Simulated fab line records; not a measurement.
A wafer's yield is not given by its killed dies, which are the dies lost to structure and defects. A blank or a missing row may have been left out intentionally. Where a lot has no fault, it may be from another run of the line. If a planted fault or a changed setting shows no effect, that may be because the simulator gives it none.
fab line records	flow sky130	part 1 of 2: steps 1 to 23 of 33
record: lots: 5	wafers: 15	last-day: 49
route steps=708 shown FIELD_ISO@5 NWELL@32 DNWELL@35
lots that met no fault: from a run of the same line without faults
start-h: hours from the record's opening day to when the first of the lot's shown wafers began	wait-h: how many hours have passed since the lot's step before this one	" identical to the entry in the row above	L1.1+2: a single row standing in for several wafers	- value missing, or start not given	* or withheld: withheld	< > ~ a bound
route shown NAME@n: a module of which the file shows steps, and the number in the route of the first	usual: average and standard deviation across the fault-free wafers	same: alike in all rows	chamber/n: place in a boat	sites: the reading at each site	_std_site: how widely they spread, as a standard deviation	_edge_site: the outer-site mean with the inner-site mean subtracted	radius-mm: for every site, how far away it sits from the centre of the wafer	mask NAME#n: copy n	behind: tool/chamber where the wafer was last shaped	hold: reason for holding the lot/hours on hold/outcome of the hold	device: which transistor (n, p or np) failed to switch	end of line: tests of these same wafers at the route's end	a step with no rows: only its recipe	killed: the dies lost at the first sort to structure and to defects; this is not the yield of the wafer	map: per-die view of a wafer (x killed, . not killed, _ where there is no die)
set.NAME: the setting as run; set.NAME@STEP: as run at that earlier step	model.NAME: the simulator's own value behind a step, which no gauge read
lots at selected steps of the route; one table per step, one row per wafer
services: the hour from which a tool's chamber was out of use, counted from the record's first day as start-h (under 0 if before that day), plus the number of hours and why
== steps ==
step: SKY_FIELD_ISO_THK_MEAS_04
recipe: reads: Si3N4_of_FIELD_ISO_CVD_03
usual: FIELD_ISO_CVD_03_THK: 164.6/1.2
lot.wafer	tool	chamber	start-h	wait-h	FIELD_ISO_CVD_03_THK[nm]
L076.1	film-metro-03	-	23.48	0.0	166.7
L076.2	"	-	"	"	167.5
L076.5	"	-	"	"	167.1
L082.1	film-metro-03	-	55.48	0.0	163.7
L082.3	"	-	"	"	163.3
L082.6	"	-	"	"	164.6
L086.1	film-metro-03	-	74.55	0.0	165.2
L086.2	"	-	"	"	165.1
L086.6	"	-	"	"	163.7
L092.2	film-metro-03	-	104.65	0.0	164.6
L092.3	"	-	"	"	162.4
L092.5	"	-	"	"	163.9
L095.4	film-metro-04	-	118.82	0.0	161.8
L095.5	"	-	"	"	163.7
L095.6	"	-	"	"	162.1
step: SKY_FIELD_ISO_DEHYDRATE_05
recipe: temp-c: 200	time-s: 60
usual: resist-line-temp-C: 22.99/0.13
lot.wafer	tool	chamber	start-h	wait-h	resist-line-temp-C
L076.1	litho-track-03	0	30.16	6.7	23.11
L076.2	"	0	"	"	23.04
L076.5	"	0	"	"	23.04
L082.1	litho-track-01	0	62.62	7.1	23.16
L082.3	"	0	"	"	23.15
L082.6	"	0	"	"	23.07
L086.1	litho-track-01	0	82.07	7.5	22.98
L086.2	"	0	"	"	23.06
L086.6	"	0	"	"	22.88
L092.2	litho-track-03	0	113.53	8.9	23.01
L092.3	"	0	"	"	22.99
L092.5	"	0	"	"	22.99
L095.4	litho-track-02	0	127.05	8.2	22.91
L095.5	"	0	"	"	22.86
L095.6	"	0	"	"	22.81
step: SKY_FIELD_ISO_HMDS_06
recipe: prime-time-s: 60	prime-temp-c: 120
usual: resist-line-temp-C: 23.02/0.11
lot.wafer	tool	chamber	start-h	wait-h	resist-line-temp-C
L076.1	litho-track-03	0	30.31	0.1	23.09
L076.2	"	0	"	"	23.04
L076.5	"	0	"	"	23.00
L082.1	litho-track-01	0	62.77	0.1	23.29
L082.3	"	0	"	"	23.02
L082.6	"	0	"	"	23.11
L086.1	litho-track-01	0	82.22	0.1	22.81
L086.2	"	0	"	"	22.90
L086.6	"	0	"	"	22.89
L092.2	litho-track-03	0	113.68	0.1	23.15
L092.3	"	0	"	"	23.15
L092.5	"	0	"	"	23.09
L095.4	litho-track-02	0	127.20	0.1	22.87
L095.5	"	0	"	"	22.95
L095.6	"	0	"	"	23.05
step: SKY_FIELD_ISO_COAT_07
recipe: resist: BARC	temp-c: withheld	time-s: withheld	spin-rpm: 3000	resist-thk-nm: 60
usual: resist-line-temp-C: *
lot.wafer	tool	chamber	start-h	wait-h	resist-line-temp-C
L076.1	litho-track-03	0	30.46	0.1	*
L076.2	"	0	"	"	*
L076.5	"	0	"	"	*
L082.1	litho-track-01	0	62.92	0.1	*
L082.3	"	0	"	"	*
L082.6	"	0	"	"	*
L086.1	litho-track-01	0	82.37	0.1	*
L086.2	"	0	"	"	*
L086.6	"	0	"	"	*
L092.2	litho-track-03	0	113.83	0.1	*
L092.3	"	0	"	"	*
L092.5	"	0	"	"	*
L095.4	litho-track-02	0	127.35	0.1	*
L095.5	"	0	"	"	*
L095.6	"	0	"	"	*
step: SKY_FIELD_ISO_COAT_08
recipe: resist: KrF-thick	spin-rpm: 3000	resist-thk-nm: 450
usual: resist-line-temp-C: 23.01/0.11
lot.wafer	tool	chamber	start-h	wait-h	resist-line-temp-C
L076.1	litho-track-03	0	-	-	22.80
L076.2	"	0	"	"	22.75
L076.5	"	0	"	"	22.72
L082.1	litho-track-01	0	-	-	22.91
L082.3	"	0	"	"	22.95
L082.6	"	0	"	"	23.15
L086.1	litho-track-01	0	-	-	23.14
L086.2	"	0	"	"	23.18
L086.6	"	0	"	"	23.03
L092.2	litho-track-03	0	-	-	22.83
L092.3	"	0	"	"	23.10
L092.5	"	0	"	"	22.99
L095.4	litho-track-02	0	-	-	23.14
L095.5	"	0	"	"	23.15
L095.6	"	0	"	"	23.21
step: SKY_FIELD_ISO_SOFTBAKE_09
recipe: temp-c: 100	time-s: 92.96	resist: KrF-thick
usual: plate-sensor-t-centre-C: 100.88/0.01	plate-sensor-t-edge-C: 100.95/0.01	resist-line-temp-C: 23.01/0.11
lot.wafer	tool	chamber	start-h	wait-h	plate-sensor-t-centre-C	plate-sensor-t-edge-C	resist-line-temp-C
L076.1	litho-track-03	0	-	-	100.88	100.95	22.90
L076.2	"	0	"	"	100.87	100.95	22.94
L076.5	"	0	"	"	100.88	100.96	22.93
L082.1	litho-track-01	0	-	-	100.88	100.96	23.11
L082.3	"	0	"	"	100.88	100.95	23.13
L082.6	"	0	"	"	100.87	100.92	23.15
L086.1	litho-track-01	0	-	-	100.88	100.96	22.96
L086.2	"	0	"	"	100.89	100.96	22.81
L086.6	"	0	"	"	100.88	100.96	22.82
L092.2	litho-track-03	0	-	-	100.89	100.97	22.90
L092.3	"	0	"	"	100.88	100.96	23.10
L092.5	"	0	"	"	100.89	100.95	23.08
L095.4	litho-track-02	0	-	-	100.90	100.93	23.06
L095.5	"	0	"	"	100.89	100.96	22.92
L095.6	"	0	"	"	100.87	100.95	22.96
step: SKY_FIELD_ISO_EXPOSE_10
recipe: mask-id: FOM	na: 0.68	source-shape: annular	sigma-inner: 0.4	sigma-outer: 0.8	target-cd-nm: 150	dose-mj: 28
usual: exposure-dose-mJ-cm2: 27.971/0.03
lot.wafer	tool	chamber	start-h	wait-h	mask	exposure-dose-mJ-cm2
L076.1	krf-scanner-02	0	-	-	FOM#0	27.987
L076.2	"	0	"	"	FOM#0	27.994
L076.5	"	0	"	"	FOM#0	27.987
L082.1	krf-scanner-02	0	-	-	FOM#0	27.966
L082.3	"	0	"	"	FOM#0	27.965
L082.6	"	0	"	"	FOM#0	27.978
L086.1	krf-scanner-01	0	-	-	FOM#0	27.989
L086.2	"	0	"	"	FOM#0	28.006
L086.6	"	0	"	"	FOM#0	27.974
L092.2	krf-scanner-02	0	-	-	FOM#0	28.023
L092.3	"	0	"	"	FOM#0	28.009
L092.5	"	0	"	"	FOM#0	27.984
L095.4	krf-scanner-02	0	-	-	FOM#0	27.940
L095.5	"	0	"	"	FOM#0	27.958
L095.6	"	0	"	"	FOM#0	27.940
step: SKY_FIELD_ISO_PEB_11
recipe: peb-temp-c: withheld	peb-time-s: withheld	resist: KrF-thick
usual: resist-line-temp-C: *
lot.wafer	tool	chamber	start-h	wait-h	resist-line-temp-C
L076.1	litho-track-03	0	-	-	*
L076.2	"	0	"	"	*
L076.5	"	0	"	"	*
L082.1	litho-track-03	0	-	-	*
L082.3	"	0	"	"	*
L082.6	"	0	"	"	*
L086.1	litho-track-03	0	-	-	*
L086.2	"	0	"	"	*
L086.6	"	0	"	"	*
L092.2	litho-track-01	0	-	-	*
L092.3	"	0	"	"	*
L092.5	"	0	"	"	*
L095.4	litho-track-03	0	-	-	*
L095.5	"	0	"	"	*
L095.6	"	0	"	"	*
step: SKY_FIELD_ISO_DEVELOP_12
recipe: develop-time-s: 60	resist: KrF-thick	dev-temp-c: 21
usual: resist-line-temp-C: 23.01/0.11
lot.wafer	tool	chamber	start-h	wait-h	resist-line-temp-C
L076.1	litho-track-03	0	-	-	23.02
L076.2	"	0	"	"	22.84
L076.5	"	0	"	"	22.92
L082.1	litho-track-03	0	-	-	23.05
L082.3	"	0	"	"	23.17
L082.6	"	0	"	"	23.04
L086.1	litho-track-03	0	-	-	23.31
L086.2	"	0	"	"	23.10
L086.6	"	0	"	"	23.01
L092.2	litho-track-01	0	-	-	23.14
L092.3	"	0	"	"	23.09
L092.5	"	0	"	"	23.08
L095.4	litho-track-03	0	-	-	22.92
L095.5	"	0	"	"	22.69
L095.6	"	0	"	"	22.81
step: SKY_FIELD_ISO_CD_MEAS_13
recipe: target-cd-nm: 150
usual: cd-nm: 149.8/1.6
lot.wafer	tool	chamber	start-h	wait-h	cd-nm
L076.1	cd-sem-01	-	38.81	-	147.6
L076.2	"	-	"	"	147.4
L076.5	"	-	"	"	149.0
L082.1	cd-sem-02	-	71.66	-	151.9
L082.3	"	-	"	"	152.8
L082.6	"	-	"	"	150.4
L086.1	cd-sem-01	-	91.96	-	150.6
L086.2	"	-	"	"	149.8
L086.6	"	-	"	"	150.3
L092.2	cd-sem-02	-	122.59	-	148.0
L092.3	"	-	"	"	148.6
L092.5	"	-	"	"	148.5
L095.4	cd-sem-02	-	137.02	-	147.6
L095.5	"	-	"	"	146.7
L095.6	"	-	"	"	148.4
step: SKY_FIELD_ISO_ETCH_14
recipe: chemistry: N2/H2	target: BARC	ion-energy-ev: 200	source-w: 500	bias-w: 100	pressure-mtorr: 30	n2-flow-sccm: 100	h2-flow-sccm: 200	stop-on: SiO2	time-s: 45.9	target-depth-a: 600
usual: drypump-motor-current-A: 5.6/0.52	oes-product-au: 0.854/0.0045	throttle-valve-pct: 13.224/0.0091
lot.wafer	tool	chamber	start-h	wait-h	drypump-motor-current-A	oes-product-au	rf-hours-counter-h	throttle-valve-pct
L076.1	rie-diel-01	1	38.93	0.1	5.1	0.857	58	13.234
L076.2	"	0	"	"	5.6	0.859	24	13.219
L076.5	"	3	"	"	6.2	0.850	-	13.224
L082.1	rie-diel-01	2	71.78	0.1	5.0	0.853	1	13.235
L082.3	"	1	"	"	5.1	0.854	59	13.228
L082.6	"	3	"	"	6.2	0.848	-	13.214
L086.1	rie-diel-01	0	92.08	0.1	5.6	0.853	25	13.216
L086.2	"	1	"	"	5.1	0.852	59	13.232
L086.6	"	1	"	"	5.0	0.848	-	13.237
L092.2	rie-diel-03	2	122.69	0.1	6.1	0.861	8	13.229
L092.3	"	3	"	"	5.7	0.851	134	13.219
L092.5	"	2	"	"	6.1	0.860	-	13.237
L095.4	rie-diel-04	3	137.08	0.0	5.3	0.848	42	13.227
L095.5	"	1	"	"	5.4	0.857	-	13.219
L095.6	"	2	"	"	4.8	0.844	-	13.234
step: SKY_FIELD_ISO_ETCH_15
recipe: chemistry: CHF3/O2	target-depth-nm: 180	stop-on: Si	source-w: 600	bias-w: 200	pressure-mtorr: 40	chf3-flow-sccm: 50	O2_flow_sccm: 5	time-s: 72
usual: drypump-motor-current-A: 5.6/0.52	oes-product-au: 0.944/0.0062	throttle-valve-pct: 8.843/0.009
lot.wafer	tool	chamber	start-h	wait-h	drypump-motor-current-A	oes-product-au	rf-hours-counter-h	throttle-valve-pct
L076.1	rie-diel-01	1	38.97	0.0	5.0	0.956	58	8.842
L076.2	"	0	"	"	5.5	0.955	24	8.855
L076.5	"	3	"	"	6.2	0.954	-	8.842
L082.1	rie-diel-01	2	71.82	0.0	5.0	0.948	1	8.849
L082.3	"	1	"	"	5.1	0.941	59	8.850
L082.6	"	3	"	"	6.2	0.944	-	8.829
L086.1	rie-diel-01	0	92.12	0.0	5.6	0.950	25	8.840
L086.2	"	1	"	"	5.1	0.947	59	8.842
L086.6	"	1	"	"	5.0	0.946	-	8.838
L092.2	rie-diel-03	2	122.73	0.0	6.1	0.938	8	8.841
L092.3	"	3	"	"	5.6	0.931	134	8.839
L092.5	"	2	"	"	6.0	0.941	-	8.853
L095.4	rie-diel-04	3	137.12	0.0	5.3	0.941	42	8.851
L095.5	"	1	"	"	5.3	0.942	-	8.858
L095.6	"	2	"	"	4.8	0.929	-	8.837
step: SKY_FIELD_ISO_STRIP_16
recipe: chemistry: O2/N2	power-w: 1400	pressure-mtorr: 1500	platen-temp-c: withheld	o2-flow-sccm: 3000	n2-flow-sccm: 300	overash-fraction: 0.5
usual: drypump-motor-current-A: 5.6/0.4	oes-product-au: 0.378/0.0048	strip-time-to-endpoint-s: 3.54/0.049
lot.wafer	tool	chamber	start-h	wait-h	drypump-motor-current-A	oes-product-au	rf-hours-counter-h	strip-time-to-endpoint-s
L076.1	plasma-asher-04	1	39.03	0.0	5.2	0.373	37	3.51
L076.2	"	0	"	"	6.2	0.380	37	3.51
L076.5	"	0	"	"	6.2	0.373	-	3.62
L082.1	plasma-asher-04	0	71.88	0.0	6.2	0.380	40	3.55
L082.3	"	1	"	"	5.2	0.375	-	3.44
L082.6	"	1	"	"	5.2	0.379	-	3.58
L086.1	plasma-asher-04	1	92.18	0.0	5.3	0.376	42	3.49
L086.2	"	0	"	"	6.2	0.372	42	3.44
L086.6	"	0	"	"	6.2	0.375	-	3.43
L092.2	plasma-asher-02	0	122.79	0.0	5.0	0.385	1	3.54
L092.3	"	1	"	"	5.5	0.371	-	3.53
L092.5	"	0	"	"	5.0	0.383	-	3.55
L095.4	plasma-asher-01	0	137.21	0.1	5.9	0.374	-	3.56
L095.5	"	1	"	"	5.5	0.378	-	3.57
L095.6	"	0	"	"	6.0	0.375	-	3.47
step: SKY_FIELD_ISO_ETCH_17
recipe: target-depth-a: 3420	mask-material: Si3N4	chemistry: HBr/Cl2/O2	target: Si	taper-deg: 5	icp-w: 600	bias-w: 150	pressure-mtorr: 15	HBr_flow_sccm: 150	Cl2_flow_sccm: 40	O2_flow_sccm: 6	time-s: 97.7
usual: drypump-motor-current-A: 5.4/0.41	he-backside-leak-sccm: 2.72/0.23	oes-product-au: 0.994/0.01	throttle-valve-pct: 25.661/0.01
lot.wafer	tool	chamber	start-h	wait-h	drypump-motor-current-A	he-backside-leak-sccm	oes-product-au	rf-hours-counter-h	throttle-valve-pct
L076.1	rie-si-02	1	39.13	0.1	5.9	3.01	0.997	78	25.662
L076.2	"	0	"	"	5.9	2.84	1.001	67	25.649
L076.5	"	0	"	"	5.9	2.68	1.011	-	25.655
L082.1	rie-si-01	1	71.98	0.1	5.3	3.13	0.985	42	25.644
L082.3	"	3	"	"	5.8	2.85	1.001	63	25.653
L082.6	"	1	"	"	5.3	2.98	0.983	-	25.666
L086.1	rie-si-01	3	92.28	0.1	5.8	2.69	0.995	63	25.652
L086.2	"	2	"	"	5.3	2.64	0.999	17	25.661
L086.6	"	0	"	"	4.9	2.62	0.979	-	25.671
L092.2	rie-si-02	2	122.89	0.1	4.9	2.03	0.986	1	25.664
L092.3	"	3	"	"	5.0	2.73	1.006	3	25.639
L092.5	"	3	"	"	5.0	2.68	1.004	-	25.642
L095.4	rie-si-02	1	137.28	0.0	5.9	2.99	0.970	79	25.681
L095.5	"	2	"	"	4.9	2.39	0.982	-	25.668
L095.6	"	3	"	"	5.0	2.71	0.990	-	25.657
step: SKY_FIELD_ISO_WET_ETCH_18
recipe: chemistry: H3PO4	target-depth-nm: 25	temp-c: 160	target: Si3N4	time-s: 286
usual: bath-heat-duty-pct: 28/3.9
lot.wafer	tool	chamber	start-h	wait-h	bath-heat-duty-pct
L076.1	wet-bench-01	1	39.20	0.0	33
L076.2	"	1	"	"	32
L076.5	"	1	"	"	32
L082.1	wet-bench-03	1	72.05	0.0	31
L082.3	"	1	"	"	31
L082.6	"	1	"	"	28
L086.1	wet-bench-03	2	92.35	0.0	24
L086.2	"	2	"	"	23
L086.6	"	2	"	"	24
L092.2	wet-bench-03	0	122.96	0.0	28
L092.3	"	0	"	"	27
L092.5	"	0	"	"	29
L095.4	wet-bench-01	1	137.35	0.0	32
L095.5	"	1	"	"	32
L095.6	"	1	"	"	33
step: SKY_FIELD_ISO_CLEAN_19
recipe: chemistry: SC1/SC2	mix: 1:4:20	temp-c: 70	time-s: 150
usual: bath-heat-duty-pct: 14.0/1.8
lot.wafer	tool	chamber	start-h	wait-h	bath-heat-duty-pct
L076.1	wet-bench-01	3	39.29	0.0	13.5
L076.2	"	3	"	"	13.0
L076.5	"	3	"	"	13.8
L082.1	wet-bench-01	2	72.14	0.0	16.6
L082.3	"	2	"	"	17.2
L082.6	"	2	"	"	16.3
L086.1	wet-bench-03	2	92.44	0.0	12.6
L086.2	"	2	"	"	12.4
L086.6	"	2	"	"	12.1
L092.2	wet-bench-03	1	123.04	0.0	14.6
L092.3	"	1	"	"	16.0
L092.5	"	1	"	"	14.2
L095.4	wet-bench-02	1	137.44	0.0	14.6
L095.5	"	1	"	"	14.7
L095.6	"	1	"	"	14.1
step: SKY_FIELD_ISO_CLEAN_20
recipe: chemistry: dHF	time-s: 20.55	dilution: 100:1
lot.wafer	tool	chamber	start-h	wait-h
L076.1+2+5	wet-bench-03	1	39.34	0.0
L082.1+3+6	wet-bench-02	3	72.19	0.0
L086.1+2+6	wet-bench-03	1	92.49	0.0
L092.2+3+5	wet-bench-01	1	123.09	0.0
L095.4+5+6	wet-bench-01	1	137.49	0.0
step: SKY_FIELD_ISO_WET_ETCH_21
recipe: chemistry: dHF	dilution: 100:1	target-depth-nm: 20	dry: ipa-marangoni	target: SiO2	temp-c: 25	time-s: 400
usual: bath-heat-duty-pct: 6.4/0.93
lot.wafer	tool	chamber	start-h	wait-h	bath-heat-duty-pct
L076.1	wet-bench-01	3	39.35	0.0	5.9
L076.2	"	3	"	"	6.2
L076.5	"	3	"	"	5.4
L082.1	wet-bench-03	1	72.20	0.0	6.1
L082.3	"	1	"	"	7.8
L082.6	"	1	"	"	7.7
L086.1	wet-bench-03	1	92.50	0.0	7.2
L086.2	"	1	"	"	7.0
L086.6	"	1	"	"	6.5
L092.2	wet-bench-03	3	123.11	0.0	4.8
L092.3	"	3	"	"	5.3
L092.5	"	3	"	"	5.9
L095.4	wet-bench-03	0	137.51	0.0	6.6
L095.5	"	0	"	"	6.0
L095.6	"	0	"	"	6.2
step: SKY_FIELD_ISO_OXIDATION_22
recipe: temp-c: 950	ambient: O2	stabilise-s: 600	purge-s: 300	target-thk-a: 100	ox-time-s: 623
usual: zone-power-bottom-pct: 31/3.5
lot.wafer	tool	chamber	start-h	wait-h	zone-power-bottom-pct
L076.1	furnace-01	0	39.47	0.0	34
L076.2	"	0	"	"	34
L076.5	"	0	"	"	34
L082.1	furnace-02	0	72.32	0.0	27
L082.3	"	0	"	"	27
L082.6	"	0	"	"	27
L086.1	furnace-02	0	92.62	0.0	27
L086.2	"	0	"	"	27
L086.6	"	0	"	"	27
L092.2	furnace-01	0	126.23	3.0	34
L092.3	"	0	"	"	34
L092.5	"	0	"	"	34
L095.4	furnace-01	0	138.60	1.0	34
L095.5	"	0	"	"	34
L095.6	"	0	"	"	34
step: SKY_FIELD_ISO_THK_MEAS_23
recipe: reads: SiO2_of_FIELD_ISO_OXIDATION_22
usual: FIELD_ISO_OXIDATION_01_THK: 9.99/0.21
lot.wafer	tool	chamber	start-h	wait-h	FIELD_ISO_OXIDATION_01_THK[nm]
L076.1	film-metro-03	-	40.64	0.0	10.52
L076.2	"	-	"	"	10.45
L076.5	"	-	"	"	10.49
L082.1	film-metro-04	-	73.49	0.0	9.93
L082.3	"	-	"	"	10.25
L082.6	"	-	"	"	10.21
L086.1	film-metro-02	-	93.79	0.0	9.65
L086.2	"	-	"	"	9.82
L086.6	"	-	"	"	10.01
L092.2	film-metro-03	-	127.41	0.0	9.67
L092.3	"	-	"	"	9.84
L092.5	"	-	"	"	9.54
L095.4	film-metro-02	-	139.81	0.0	10.20
L095.5	"	-	"	"	10.02
L095.6	"	-	"	"	10.32
step: SKY_FIELD_ISO_CVD_24
recipe: material: SiO2	target-thk-nm: 595	temp-c: 650	sigma-open-frac: 0.3	time-s: 99.2	sih4-flow-sccm: 60	pressure-mtorr: 6
usual: pressure-mtorr: 5.999/0.012
lot.wafer	tool	chamber	start-h	wait-h	pressure-mtorr
L076.1	hdpcvd-01	1	40.70	0.1	5.994
L076.2	"	2	"	"	6.010
L076.5	"	1	"	"	5.965
L082.1	hdpcvd-02	1	73.55	0.1	5.980
L082.3	"	2	"	"	5.989
L082.6	"	1	"	"	5.997
L086.1	hdpcvd-01	0	93.85	0.1	5.985
L086.2	"	2	"	"	5.984
L086.6	"	2	"	"	5.992
L092.2	hdpcvd-01	0	127.46	0.0	6.010
L092.3	"	2	"	"	5.999
L092.5	"	1	"	"	5.988
L095.4	hdpcvd-02	2	139.87	0.1	6.010
L095.5	"	1	"	"	6.008
L095.6	"	0	"	"	5.992
step: SKY_FIELD_ISO_THK_MEAS_25
recipe: reads: SiO2_of_FIELD_ISO_CVD_24
usual: FIELD_ISO_CVD_24_THK: 593/8.8
lot.wafer	tool	chamber	start-h	wait-h	FIELD_ISO_CVD_24_THK[nm]
L076.1	film-metro-03	-	40.78	0.0	585
L076.2	"	-	"	"	592
L076.5	"	-	"	"	588
L082.1	film-metro-03	-	73.62	0.0	607
L082.3	"	-	"	"	611
L082.6	"	-	"	"	608
L086.1	film-metro-04	-	93.92	0.0	589
L086.2	"	-	"	"	588
L086.6	"	-	"	"	592
L092.2	film-metro-02	-	127.54	0.0	612
L092.3	"	-	"	"	604
L092.5	"	-	"	"	595
L095.4	film-metro-03	-	139.94	0.0	605
L095.5	"	-	"	"	592
L095.6	"	-	"	"	582
step: SKY_FIELD_ISO_ANNEAL_26
recipe: temp-c: 1000	time-s: 1800	ambient: N2
usual: zone-power-bottom-pct: 34/3.9
lot.wafer	tool	chamber	start-h	wait-h	zone-power-bottom-pct
L076.1	furnace-02	0	41.61	0.8	30
L076.2	"	0	"	"	30
L076.5	"	0	"	"	30
L082.1	furnace-01	0	74.62	1.0	39
L082.3	"	0	"	"	39
L082.6	"	0	"	"	39
L086.1	furnace-02	0	93.98	0.1	30
L086.2	"	0	"	"	30
L086.6	"	0	"	"	30
L092.2	furnace-02	0	129.35	1.8	30
L092.3	"	0	"	"	30
L092.5	"	0	"	"	30
L095.4	furnace-02	0	139.97	0.0	30
L095.5	"	0	"	"	30
L095.6	"	0	"	"	30
